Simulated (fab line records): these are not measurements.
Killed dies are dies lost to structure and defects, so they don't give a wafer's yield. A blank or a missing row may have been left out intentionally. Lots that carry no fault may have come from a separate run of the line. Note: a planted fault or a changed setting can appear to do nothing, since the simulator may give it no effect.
Which tool is to blame?	flow gf180mcu	12 lots with 36 wafers sampled at 4 steps, on a route of 602 steps

## WHAT EACH GAUGE READ, for each wafer
GF_DNWELL_TW_MEAS_09.
lot	measured	on	DNWELL_TW
L547	day 2 18:55	film metro-04	1331 1330 1342
L551	day 3 16:53	film metro-04	1330 1336 1331
L552	day 3 21:04	film metro-01	1403 1405 1403
L553	day 4 02:39	film metro-04	1339 1339 1334
L554	day 4 07:14	film metro-01	1070 1068 1067
L555	day 4 12:24	film metro-04	1035 1034 1032
L561	day 5 21:20	film metro-02	1350 1346 1349
L562	day 6 02:32	film metro-04	1336 1344 1350
L563	day 6 07:44	film metro-01	1388 1372 1378
L564	day 6 12:56	film metro-01	1387 1386 1383
L565	day 6 19:02	film metro-01	1381 1379 1378
L567	day 7 06:47	film metro-02	1354 1347 1349

GF_POLY_GATE_CD_MEAS_10 targets a cd of 280 nm.
lot	measured	on	cd nm (nm)
L547	day 9 08:47	cd sem-01	279.4 278.9 280.1
L551	day 10 10:10	cd sem-01	280.4 280.9 280.8
L552	day 10 14:23	cd sem-02	283.0 281.3 280.9
L553	day 11 03:11	cd sem-01	279.4 280.5 279.3
L554	day 11 05:40	cd sem-01	278.9 280.0 280.5
L555	day 11 09:54	cd sem-02	281.1 280.5 280.7
L561	day 13 07:02	cd sem-01	280.3 280.0 280.4
L562	day 13 16:35	cd sem-01	280.8 281.4 281.0
L563	day 13 19:26	cd sem-02	278.5 278.4 277.4
L564	day 14 04:02	cd sem-01	278.7 278.5 278.7
L565	day 14 13:46	cd sem-01	278.9 278.7 278.5
L567	day 15 03:04	cd sem-02	276.7 277.6 276.5

## WHAT TOOL EACH LOT RAN ON (gives the tool, then ch and the chambers of the sampled wafers, and finally the start)
lot	GF_DNWELL_IMPLANT_07	GF_LVPWELL_STRIP_10
L547	implanter-03 ch 0, day 2 18:41	plasma asher-02 ch 1, day 3 21:35
L551	implanter-04 ch 0, day 3 16:38	plasma asher-03 ch 1, day 4 19:25
L552	implanter-04 ch 0, day 3 20:50	plasma asher-03 ch 0,1, day 5 00:41
L553	implanter-03 ch 0, day 4 02:24	plasma asher-03 ch 0,1, day 5 07:08
L554	implanter-04 ch 0, day 4 06:56	plasma asher-04 ch 0,1, day 5 11:44
L555	implanter-04 ch 0, day 4 12:10	plasma asher-02 ch 0,1, day 5 16:19
L561	implanter-02 ch 0, day 5 21:05	plasma asher-02 ch 0,1, day 7 04:10
L562	implanter-03 ch 0, day 6 02:17	plasma asher-02 ch 0,1, day 7 09:55
L563	implanter-03 ch 0, day 6 07:30	plasma asher-03 ch 0,1, day 7 14:53
L564	implanter-02 ch 0, day 6 12:42	plasma asher-03 ch 0,1, day 7 19:47
L565	implanter-02 ch 0, day 6 18:45	plasma asher-04 ch 0,1, day 8 01:59
L567	implanter-03 ch 0, day 7 06:32	plasma asher-03 ch 0,1, day 8 14:19
- GF_DNWELL_IMPLANT_07
- GF_LVPWELL_STRIP_10: strips in O2/N2.

## AS READ BY THE TOOLS THEMSELVES (means over the sampled wafers that have a number; for cases with no such wafer, the mark the record gives instead)
GF_DNWELL_IMPLANT_07.
lot	tool	dose ions cm2	faraday current uA
L547	implanter-03	1e+13	56.8
L551	implanter-04	1e+13	56.6
L552	implanter-04	1e+13	57.2
L553	implanter-03	1e+13	55.9
L554	implanter-04	4e+12	25.4
L555	implanter-04	4e+12	25.5
L561	implanter-02	1e+13	56.9
L562	implanter-03	1e+13	57.7
L563	implanter-03	1e+13	55.8
L564	implanter-02	1e+13	56.6
L565	implanter-02	1e+13	56.0
L567	implanter-03	1e+13	56.5

GF_LVPWELL_STRIP_10.
lot	tool	drypump motor current A (A)	heater power w (W)	oes product au (a.u.)	strip time to endpoint s (s)
L547	plasma asher-02	5.3	320	0.721	36.78
L551	plasma asher-03	6.2	376	0.722	36.92
L552	plasma asher-03	6.1	343	0.722	36.86
L553	plasma asher-03	6.1	337	0.719	37.17
L554	plasma asher-04	5.2	289	0.721	36.82
L555	plasma asher-02	5.7	325	0.718	36.92
L561	plasma asher-02	5.6	325	0.722	36.74
L562	plasma asher-02	6.0	334	0.722	36.91
L563	plasma asher-03	6.1	326	0.724	37.00
L564	plasma asher-03	6.1	296	0.721	36.89
L565	plasma asher-04	5.2	291	0.723	36.97
L567	plasma asher-03	6.1	289	0.718	36.94

## THE ANSWER, worked out from the rows above alone
Rule: the lots themselves supply what counts as usual. The widest of any qualifying gaps counts: lots, ordered by their means at a reading, are off when they make up no more than a third of the lots, leave a main group of 4 or more, and stand apart from it by 3 or more times the standard deviation of that group's means. If all means in a main group match to the digits the tables above print for the reading, that group is not used. A lot without any number at a reading at which 4 lots or more have one is off too. Where the step has rows for the other lots, those lots are counted as sound. After the gauges, taken in route order, come the tools' own readings; for these a lot's mean is taken, as printed above. At the first step where some lot is off, the reading lying furthest off is the one used; lots without a number count as furthest.
Off: L554, L555, seen at GF_DNWELL_TW_MEAS_09 (DNWELL_TW). Main group: mean 1359, sd 24.
If a tool, at a process step before that reading, ran all the lots that are off and no sound lot after the first of them, it fits. The gauges at GF_DNWELL_TW_MEAS_09 aren't tried: what is off there is off at GF_DNWELL_IMPLANT_07 too, on other tools, and a gauge's error can't cause that. One fits: implanter-04 at GF_DNWELL_IMPLANT_07. A fault onset in the window from L552 (day 3 20:50, its last sound lot) to L554 (day 4 06:56, its first lot off) fits.
The tool's own readings at GF_DNWELL_IMPLANT_07 bear it out: on the lots that are off they differ by more than 5 times the standard deviation of the sound lots' means. dose ions cm2 reads 4e+12 there against 1e+13 on the sound lots; faraday current uA reads 25.4 there against 56.6 on the sound lots.

## WHAT WAS PUT IN BY THE SIMULATOR
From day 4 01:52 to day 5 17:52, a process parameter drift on implanter-04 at GF_DNWELL_IMPLANT_07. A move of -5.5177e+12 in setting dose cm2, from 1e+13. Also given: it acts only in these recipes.
Struck lots among those shown: L554, L555. The rule above reached the same finding.
